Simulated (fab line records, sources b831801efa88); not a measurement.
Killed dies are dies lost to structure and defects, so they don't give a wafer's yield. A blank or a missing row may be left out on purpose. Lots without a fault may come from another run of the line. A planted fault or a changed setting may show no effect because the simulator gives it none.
Which tool did it? | flow sky130 | 12 lots, 35 wafers sampled, at 6 steps of a route of 708

WHAT THE GAUGES READ, wafer by wafer
SKY_SPACER_THK_MEAS_01.
lot  | measured     | on            | SPACER_CVD_00_THK (nm)
L969 | day 23 18:56 | film_metro-04 | 43.0 42.9 42.7
L973 | day 24 23:34 | film_metro-02 | 43.0 43.0 43.1
L974 | day 25 10:17 | film_metro-04 | 43.6 43.7 43.8
L975 | day 26 13:59 | film_metro-01 | 43.3 43.3 43.4
L977 | day 26 18:19 | film_metro-04 | 43.3 43.5 43.4
L978 | day 27 05:11 | film_metro-04 | 43.6 43.5 43.4
L980 | day 27 17:25 | film_metro-01 | 43.8 43.3 43.7
L983 | day 28 14:40 | film_metro-02 | 42.6 42.3 42.5
L985 | day 29 11:23 | film_metro-04 | 43.7 43.6 43.9
L987 | day 29 18:41 | film_metro-02 | 43.3 43.0 43.3
L986 | day 30 04:10 | film_metro-01 | 43.4 42.7
L990 | day 30 18:55 | film_metro-02 | 43.1 43.3 43.5

SKY_POLY_CUT_CD_MEAS_08: target cd 270 nm.
lot  | measured     | on        | cd_nm (nm)
L969 | day 25 00:50 | cd_sem-01 | 269.0 270.5 269.0
L973 | day 26 04:40 | cd_sem-02 | 272.2 271.6 272.3
L974 | day 26 15:59 | cd_sem-02 | 270.0 268.9 268.6
L975 | day 27 18:58 | cd_sem-01 | 270.5 272.5 272.4
L977 | day 27 22:27 | cd_sem-01 | 270.3 270.4 271.1
L978 | day 28 09:25 | cd_sem-01 | 272.8 274.9 272.7
L980 | day 28 21:14 | cd_sem-01 | 269.6 271.4 271.0
L983 | day 29 18:52 | cd_sem-01 | 269.1 269.6 270.2
L985 | day 30 14:31 | cd_sem-01 | 271.0 271.0 270.9
L987 | day 30 22:17 | cd_sem-01 | 271.7 270.8 270.6
L986 | day 31 08:38 | cd_sem-02 | 271.1 270.0
L990 | day 31 22:34 | cd_sem-02 | 270.2 269.8 269.2

SKY_LI_CONTACT_THK_MEAS_01.
lot  | measured     | on            | LI_CONTACT_HDPCVD_THK (nm)
L969 | day 28 16:58 | film_metro-04 | 937 937 942
L973 | day 29 19:50 | film_metro-01 | 929 934 932
L974 | day 30 06:23 | film_metro-01 | 931 951 945
L975 | day 31 07:44 | film_metro-03 | 921 924 916
L977 | day 31 10:28 | film_metro-03 | 939 928 942
L978 | day 31 22:20 | film_metro-01 | 933 934 929
L980 | day 32 10:14 | film_metro-03 | 934 926 915
L983 | day 33 05:38 | film_metro-04 | 946 941 951
L985 | day 34 01:20 | film_metro-04 | 924 919 906
L987 | day 34 08:26 | film_metro-03 | 1112 939 935
L986 | day 34 17:59 | film_metro-04 | 1132 947
L990 | day 35 09:11 | film_metro-04 | 942 947 932

SKY_LI_CONTACT_THK_MEAS_23: measures by xrf.
lot  | measured     | on            | LI_CONTACT_W_THK (nm)
L969 | day 29 22:29 | film_metro-01 | 405 402 407
L973 | day 31 01:19 | film_metro-03 | 403 408 408
L974 | day 31 11:02 | film_metro-03 | 409 407 402
L975 | day 32 11:29 | film_metro-04 | 396 398 389
L977 | day 32 15:25 | film_metro-04 | 400 403 394
L978 | day 33 02:50 | film_metro-01 | 390 389 397
L980 | day 33 14:34 | film_metro-03 | 390 392 398
L983 | day 34 09:06 | film_metro-01 | 412 404 411
L985 | day 35 05:23 | film_metro-04 | 401 397 402
L987 | day 35 12:26 | film_metro-01 | 402 401 401
L986 | day 35 21:25 | film_metro-03 | 396 392
L990 | day 36 13:26 | film_metro-01 | 397 402 400

WHICH TOOL RAN EACH LOT (tool, then ch and the chambers of the sampled wafers, then the start)
lot  | SKY_LI_CONTACT_HDPCVD_00         | SKY_LI_CONTACT_CMP_02
L969 | hdpcvd-01 ch 0,1,2, day 28 16:53 | cmp-01 ch 0,1,3, day 28 17:05
L973 | hdpcvd-01 ch 1,2, day 29 19:44   | cmp-01 ch 0,3, day 29 19:57
L974 | hdpcvd-02 ch 0,1, day 30 06:17   | cmp-01 ch 1,2,3, day 30 06:33
L975 | hdpcvd-02 ch 0,2, day 31 07:38   | cmp-02 ch 0,1,3, day 31 07:47
L977 | hdpcvd-02 ch 1,2, day 31 10:21   | cmp-02 ch 0,1,2, day 31 10:31
L978 | hdpcvd-02 ch 0,1,2, day 31 22:14 | cmp-02 ch 1,2,3, day 31 22:29
L980 | hdpcvd-02 ch 1,2, day 32 10:08   | cmp-02 ch 0,1,2, day 32 10:17
L983 | hdpcvd-02 ch 1,2, day 33 05:32   | cmp-02 ch 0,2,3, day 33 05:41
L985 | hdpcvd-01 ch 0,2, day 34 01:14   | cmp-01 ch 0,2,3, day 34 01:23
L987 | hdpcvd-02 ch 0,2, day 34 08:20   | cmp-02 ch 1,2,3, day 34 08:29
L986 | hdpcvd-02 ch 0,2, day 34 17:53   | cmp-01 ch 0,3, day 34 18:11
L990 | hdpcvd-01 ch 1,2, day 35 09:05   | cmp-01 ch 2,3, day 35 09:14
- SKY_LI_CONTACT_HDPCVD_00: deposits PSG, target thk 930 nm, time 155 s.
- SKY_LI_CONTACT_CMP_02: polishes PSG.

WHAT THE TOOLS THEMSELVES READ (means of the sampled wafers that have a number; where no wafer has one, the mark that the record gives instead)
SKY_LI_CONTACT_HDPCVD_00.
lot  | tool      | run_length_s (s) | sih4_flow_sccm (sccm)
L969 | hdpcvd-01 | 183.0            | 59.95
L973 | hdpcvd-01 | 182.8            | 59.95
L974 | hdpcvd-02 | 182.0            | 59.87
L975 | hdpcvd-02 | 183.3            | 59.84
L977 | hdpcvd-02 | 183.4            | 59.87
L978 | hdpcvd-02 | 182.7            | 59.84
L980 | hdpcvd-02 | 182.9            | 60.16
L983 | hdpcvd-02 | 182.8            | 59.98
L985 | hdpcvd-01 | 182.9            | 60.19
L987 | hdpcvd-02 | 192.9            | 59.93
L986 | hdpcvd-02 | 198.0            | 60.00
L990 | hdpcvd-01 | 183.0            | 59.94

SKY_LI_CONTACT_CMP_02.
lot  | tool   | head_pressure_psi (psi) | motor_current_A (A) | time_to_endpoint_s (s)
L969 | cmp-01 | 3.994                   | 13.4                | 28
L973 | cmp-01 | 4.003                   | 12.9                | 32
L974 | cmp-01 | 4.002                   | 12.3                | 32
L975 | cmp-02 | 4.001                   | 11.7                | 34
L977 | cmp-02 | 4.011                   | 12.1                | 37
L978 | cmp-02 | 3.994                   | 12.7                | 31
L980 | cmp-02 | 4.005                   | 12.7                | 32
L983 | cmp-02 | 3.989                   | 12.2                | 34
L985 | cmp-01 | 4.004                   | 12.0                | 28
L987 | cmp-02 | 3.996                   | 12.9                | 39
L986 | cmp-01 | 4.006                   | 13.2                | 40
L990 | cmp-01 | 4.005                   | 11.4                | 31

THE ANSWER, worked out from the rows above alone
Rule: what is usual is taken from the lots themselves. Put in order of their means at a reading, lots are off if they are a third of the lots or fewer, leave a main group of 4 or more, and stand apart from it by a gap of 3 or more times the standard deviation of the main group's means; of several such gaps the widest counts. A main group whose means are all the same, to the digits that the tables above print for the reading, isn't used. A lot without any number at a reading at which 4 lots or more have one is off too. The other lots that the step has rows for count as sound. The gauges are gone through in route order, then the tools' own readings, and for those a lot's mean is taken as printed above. The first step at which some lot is off is used, and at that step the reading that is off furthest; a lot without a number counts as furthest.
Off: L987, L986, at SKY_LI_CONTACT_THK_MEAS_01 (LI_CONTACT_HDPCVD_THK). The main group: mean 933 nm, standard deviation 9.3.
A tool fits if, at a process step before that reading, it ran every lot that is off, and no sound lot after the first of them. The gauges at SKY_LI_CONTACT_THK_MEAS_01 aren't tried: what is off there is off at SKY_LI_CONTACT_HDPCVD_00 too, on other tools, and a gauge's error can't cause that. One fits: hdpcvd-02 at SKY_LI_CONTACT_HDPCVD_00. Its last sound lot is L983 (day 33 05:32), its first lot that is off L987 (day 34 08:20): a fault that began between those two fits.
The tool's own readings at SKY_LI_CONTACT_HDPCVD_00 bear it out: on the lots that are off they differ by more than 5 times the standard deviation of the sound lots' means. run_length_s reads 195.4 s there against 182.9 s on the sound lots.

WHAT THE SIMULATOR HAD PUT IN
Process parameter drift: hdpcvd-02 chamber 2, from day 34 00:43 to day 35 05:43, at SKY_LI_CONTACT_HDPCVD_00. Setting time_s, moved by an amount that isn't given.
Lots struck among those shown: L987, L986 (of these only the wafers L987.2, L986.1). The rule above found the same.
